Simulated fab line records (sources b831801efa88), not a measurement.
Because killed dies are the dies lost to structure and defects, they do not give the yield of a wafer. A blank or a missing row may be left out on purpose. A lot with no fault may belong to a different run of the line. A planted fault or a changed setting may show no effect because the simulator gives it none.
fab line records	flow sky130
record lots=13	wafers=39	lastDay=50
route steps=708 shown PWDE@84 VT_ADJUST_HVTP@91 SONOS_TUNNEL@166 SONOS_ONO@169
lots that met no fault: taken from a fault-free run of the same line
startH: start of the lot's first displayed wafer, in hours after the record's first day	waitH: time in hours since the lot's previous step	" as in the row above	L1.1+2: a single row standing in for several wafers	- either no value or no given start	* or withheld: withheld	< > ~ a bound
route shown NAME@n: NAME is a module with steps in the file, n the number in the route of the first one	usual: mean and standard deviation over wafers with no fault	same: alike in all rows	chamber/n: place in a boat	sites: per-site readings	_std_site: the values' standard deviation	_edge_site: mean of outer sites minus mean of inner sites	radiusMm: for every site, how far away it sits from the centre of the wafer	mask NAME#n: copy n	behind: the last tool/chamber to shape the wafer	hold: the reason the lot was held/the length of the hold in hours/how it ended	device: which transistor (n, p or np) failed to switch	end of line: the route-end tests of the same wafers	a step given without rows: its recipe and nothing more	killed: dies lost to structure and defects at the first sort, not the wafer's yield	map: a wafer's dies, marking killed ones x, the rest . and places with no die _
set.NAME: the setting the step ran with; set.NAME@STEP: the setting that earlier step ran with	model.NAME: the simulator's own value behind a step, which no gauge read
the route's steps for a sample of lots (tables are steps, rows are wafers)
## steps
# step SKY_NWELL_RS_MEAS_31
# recipe thkMeasGauge=four-point-probe
# usual PWDE_RS=5277/17
lot.wafer	tool	chamber	startH	waitH	PWDE_RS[ohm/sq]
L653.1	filmMetro-01	-	114.30	0.1	5249
L653.2	"	-	"	"	5267
L653.3	"	-	"	"	5270
L654.1	filmMetro-01	-	128.13	0.1	5305
L654.2	"	-	"	"	5301
L654.3	"	-	"	"	5299
L656.4	filmMetro-04	-	129.69	0.1	5273
L656.5	"	-	"	"	5264
L656.6	"	-	"	"	5265
L657.2	filmMetro-01	-	142.62	0.1	5231
L657.3	"	-	"	"	5260
L657.4	"	-	"	"	5259
L660.2	filmMetro-03	-	155.90	0.1	5272
L660.3	"	-	"	"	5263
L660.4	"	-	"	"	5295
L661.4	filmMetro-03	-	166.91	0.1	5273
L661.5	"	-	"	"	5293
L661.6	"	-	"	"	5271
L664.3	filmMetro-04	-	185.61	0.1	5267
L664.5	"	-	"	"	5281
L664.6	"	-	"	"	5280
L663.2	filmMetro-03	-	185.92	0.1	5254
L663.3	"	-	"	"	5257
L663.4	"	-	"	"	5271
L666.1	filmMetro-03	-	194.65	0.1	5277
L666.2	"	-	"	"	5282
L666.4	"	-	"	"	5264
L667.2	filmMetro-01	-	198.54	0.1	5279
L667.3	"	-	"	"	5275
L667.4	"	-	"	"	5290
L672.1	filmMetro-03	-	218.95	0.1	5246
L672.3	"	-	"	"	5253
L672.6	"	-	"	"	5227
L674.1	filmMetro-03	-	234.00	0.1	5271
L674.2	"	-	"	"	5252
L674.4	"	-	"	"	5268
L675.2	filmMetro-01	-	234.37	0.1	5311
L675.3	"	-	"	"	5301
L675.5	"	-	"	"	5297
# step SKY_VT_ADJUST_HVTP_DEVELOP_06
# recipe resist=NOVOLAK	developer=TMAH	developTimeS=60	devTempC=23
# usual developerTempC=23.00/0.092	resistLineTempC=23.02/0.098
lot.wafer	tool	chamber	startH	waitH	developerTempC	resistLineTempC
L653.1	lithoTrack-03	0	132.44	0.1	22.91	23.05
L653.2	"	0	"	"	23.09	23.10
L653.3	"	0	"	"	23.15	22.91
L654.1	lithoTrack-03	0	147.29	0.1	22.87	23.04
L654.2	"	0	"	"	23.00	22.98
L654.3	"	0	"	"	22.94	23.02
L656.4	lithoTrack-02	0	148.79	0.1	22.92	23.05
L656.5	"	0	"	"	23.09	23.02
L656.6	"	0	"	"	23.01	23.02
L657.2	lithoTrack-03	0	161.81	0.1	22.81	22.88
L657.3	"	0	"	"	22.95	22.96
L657.4	"	0	"	"	23.06	23.06
L660.2	lithoTrack-01	0	174.91	0.1	23.14	23.20
L660.3	"	0	"	"	23.04	23.15
L660.4	"	0	"	"	22.94	23.21
L661.4	lithoTrack-01	0	186.56	0.1	22.84	22.88
L661.5	"	0	"	"	22.87	22.94
L661.6	"	0	"	"	22.86	22.92
L664.3	lithoTrack-02	0	206.07	0.1	23.03	22.91
L664.5	"	0	"	"	22.98	22.91
L664.6	"	0	"	"	23.05	22.91
L663.2	lithoTrack-02	0	206.94	0.1	23.02	23.02
L663.3	"	0	"	"	23.06	23.00
L663.4	"	0	"	"	23.13	22.85
L666.1	lithoTrack-02	0	215.77	0.1	23.06	23.15
L666.2	"	0	"	"	22.99	23.12
L666.4	"	0	"	"	22.87	23.06
L667.2	lithoTrack-02	0	220.19	0.1	23.17	23.04
L667.3	"	0	"	"	23.21	23.07
L667.4	"	0	"	"	23.15	23.10
L672.1	lithoTrack-03	0	242.49	0.1	25.41	23.08
L672.3	"	0	"	"	25.36	23.06
L672.6	"	0	"	"	25.41	22.97
L674.1	lithoTrack-03	0	257.19	0.1	25.42	23.04
L674.2	"	0	"	"	25.30	23.07
L674.4	"	0	"	"	25.23	22.85
L675.2	lithoTrack-02	0	257.79	0.1	22.89	22.92
L675.3	"	0	"	"	22.95	22.99
L675.5	"	0	"	"	22.85	22.85
# step SKY_VT_ADJUST_HVTP_CD_MEAS_07
# recipe targetCdNm=380
# usual cdNm=378.7/2.5
lot.wafer	tool	chamber	startH	waitH	cdNm
L653.1	cdSem-01	-	132.59	0.1	381.3
L653.2	"	-	"	"	380.7
L653.3	"	-	"	"	380.4
L654.1	cdSem-01	-	147.44	0.1	378.7
L654.2	"	-	"	"	377.8
L654.3	"	-	"	"	378.9
L656.4	cdSem-02	-	148.93	0.1	372.3
L656.5	"	-	"	"	375.7
L656.6	"	-	"	"	374.6
L657.2	cdSem-01	-	161.96	0.1	374.1
L657.3	"	-	"	"	372.4
L657.4	"	-	"	"	376.8
L660.2	cdSem-02	-	175.05	0.1	383.3
L660.3	"	-	"	"	379.3
L660.4	"	-	"	"	382.9
L661.4	cdSem-02	-	186.69	0.1	379.3
L661.5	"	-	"	"	382.9
L661.6	"	-	"	"	382.6
L664.3	cdSem-01	-	206.21	0.1	377.1
L664.5	"	-	"	"	377.4
L664.6	"	-	"	"	378.6
L663.2	cdSem-02	-	207.09	0.1	379.3
L663.3	"	-	"	"	379.7
L663.4	"	-	"	"	379.9
L666.1	cdSem-01	-	215.92	0.1	377.7
L666.2	"	-	"	"	380.7
L666.4	"	-	"	"	379.3
L667.2	cdSem-01	-	220.34	0.1	381.7
L667.3	"	-	"	"	379.9
L667.4	"	-	"	"	379.6
L672.1	cdSem-01	-	242.64	0.1	370.0
L672.3	"	-	"	"	370.8
L672.6	"	-	"	"	372.5
L674.1	cdSem-02	-	257.34	0.1	373.1
L674.2	"	-	"	"	372.7
L674.4	"	-	"	"	373.2
L675.2	cdSem-01	-	257.94	0.1	376.2
L675.3	"	-	"	"	372.0
L675.5	"	-	"	"	378.2
# step SKY_SONOS_TUNNEL_TW_MEAS_12
# usual SONOS_TUNNEL_TW=194.2/1.2
lot.wafer	tool	chamber	startH	waitH	SONOS_TUNNEL_TW
L653.1	filmMetro-02	-	260.85	0.0	192.7
L653.2	"	-	"	"	193.2
L653.3	"	-	"	"	193.5
L654.1	filmMetro-02	-	279.91	0.0	193.1
L654.2	"	-	"	"	193.9
L654.3	"	-	"	"	193.6
L656.4	filmMetro-03	-	283.05	0.0	195.4
L656.5	"	-	"	"	195.3
L656.6	"	-	"	"	195.7
L657.2	filmMetro-02	-	299.36	0.0	192.0
L657.3	"	-	"	"	192.8
L657.4	"	-	"	"	191.5
L660.2	filmMetro-01	-	316.84	0.0	196.5
L660.3	"	-	"	"	196.4
L660.4	"	-	"	"	195.7
L661.4	filmMetro-02	-	333.06	0.0	192.8
L661.5	"	-	"	"	192.7
L661.6	"	-	"	"	191.2
L664.3	filmMetro-02	-	357.01	0.0	193.5
L664.5	"	-	"	"	194.7
L664.6	"	-	"	"	193.4
L663.2	filmMetro-03	-	357.68	0.0	194.5
L663.3	"	-	"	"	194.2
L663.4	"	-	"	"	195.2
L666.1	filmMetro-02	-	368.23	0.0	192.8
L666.2	"	-	"	"	193.7
L666.4	"	-	"	"	193.2
L667.2	filmMetro-02	-	374.59	0.0	194.0
L667.3	"	-	"	"	194.2
L667.4	"	-	"	"	192.9
L672.1	filmMetro-01	-	402.06	0.0	194.2
L672.3	"	-	"	"	195.2
L672.6	"	-	"	"	194.1
L674.1	filmMetro-03	-	417.21	0.0	193.6
L674.2	"	-	"	"	193.9
L674.4	"	-	"	"	193.3
L675.2	filmMetro-03	-	419.22	0.0	193.4
L675.3	"	-	"	"	193.3
L675.5	"	-	"	"	193.1
# step SKY_SONOS_ONO_THK_MEAS_01
# recipe reads=SiO2_of_SONOS_ONO_OXIDATION_00
# usual SONOS_ONO_OXIDATION_THK=2.61/0.057
lot.wafer	tool	chamber	startH	waitH	SONOS_ONO_OXIDATION_THK[nm]
L653.1	filmMetro-03	-	262.98	0.0	2.64
L653.2	"	-	"	"	2.75
L653.3	"	-	"	"	2.69
L654.1	filmMetro-03	-	281.33	0.0	2.65
L654.2	"	-	"	"	2.66
L654.3	"	-	"	"	2.61
L656.4	filmMetro-04	-	285.63	0.0	2.61
L656.5	"	-	"	"	2.60
L656.6	"	-	"	"	2.64
L657.2	filmMetro-02	-	301.27	0.0	2.60
L657.3	"	-	"	"	2.63
L657.4	"	-	"	"	2.66
L660.2	filmMetro-04	-	319.41	0.0	2.60
L660.3	"	-	"	"	2.59
L660.4	"	-	"	"	2.56
L661.4	filmMetro-03	-	334.48	0.0	2.65
L661.5	"	-	"	"	2.63
L661.6	"	-	"	"	2.67
L663.2	filmMetro-04	-	362.86	0.0	2.68
L663.3	"	-	"	"	2.64
L663.4	"	-	"	"	2.66
L664.3	filmMetro-02	-	362.87	0.0	2.64
L664.5	"	-	"	"	2.60
L664.6	"	-	"	"	2.61
L666.1	filmMetro-02	-	371.71	0.0	2.73
L666.2	"	-	"	"	2.66
L666.4	"	-	"	"	2.69
L667.2	filmMetro-04	-	377.04	0.1	2.56
L667.3	"	-	"	"	2.62
L667.4	"	-	"	"	2.59
L672.1	filmMetro-02	-	406.29	0.0	2.53
L672.3	"	-	"	"	2.61
L672.6	"	-	"	"	2.55
L674.1	filmMetro-02	-	418.64	0.0	2.60
L674.2	"	-	"	"	2.58
L674.4	"	-	"	"	2.59
L675.2	filmMetro-02	-	421.39	0.0	2.55
L675.3	"	-	"	"	2.59
L675.5	"	-	"	"	2.65
## key
firstSign step=SKY_VT_ADJUST_HVTP_DEVELOP_06	reading=developerTempC	direction=up	sigmas=26	usual=*	struck=*
effect step=SKY_VT_ADJUST_HVTP_CD_MEAS_07	reading=cdNm	direction=down	sigmas=2.7	usual=378.7	struck=372.0	through=controlLoop
metAt SKY_VT_ADJUST_HVTP_DEVELOP_06
struckLots L672,L674
testerLeftOut L672,L674
loopTrim step=SKY_VT_ADJUST_HVTP_EXPOSE_04	setting=dose	lots=L674
notActingAt SKY_NWELL_RS_MEAS_31,SKY_SONOS_TUNNEL_TW_MEAS_12,SKY_SONOS_ONO_THK_MEAS_01
onsetBetween 161.81 242.49
fault kind=processParameterDrift	tool=lithoTrack-03	chamber=-	onsetH=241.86	steps=SKY_VT_ADJUST_HVTP_DEVELOP_06	channel=devTempC	offset=*	shape=step	endH=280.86	actsIn=*	stated=*
# testerLeftOut: of these lots the tester's yield and bins aren't shown, on N5 and GAA mostly nor the transistor test; their killed dies are dies lost to structure and defects alone, not to doping, threshold or leakage, so they don't give the yield
# loopTrim: a control loop set the setting to another value than it would have without faults
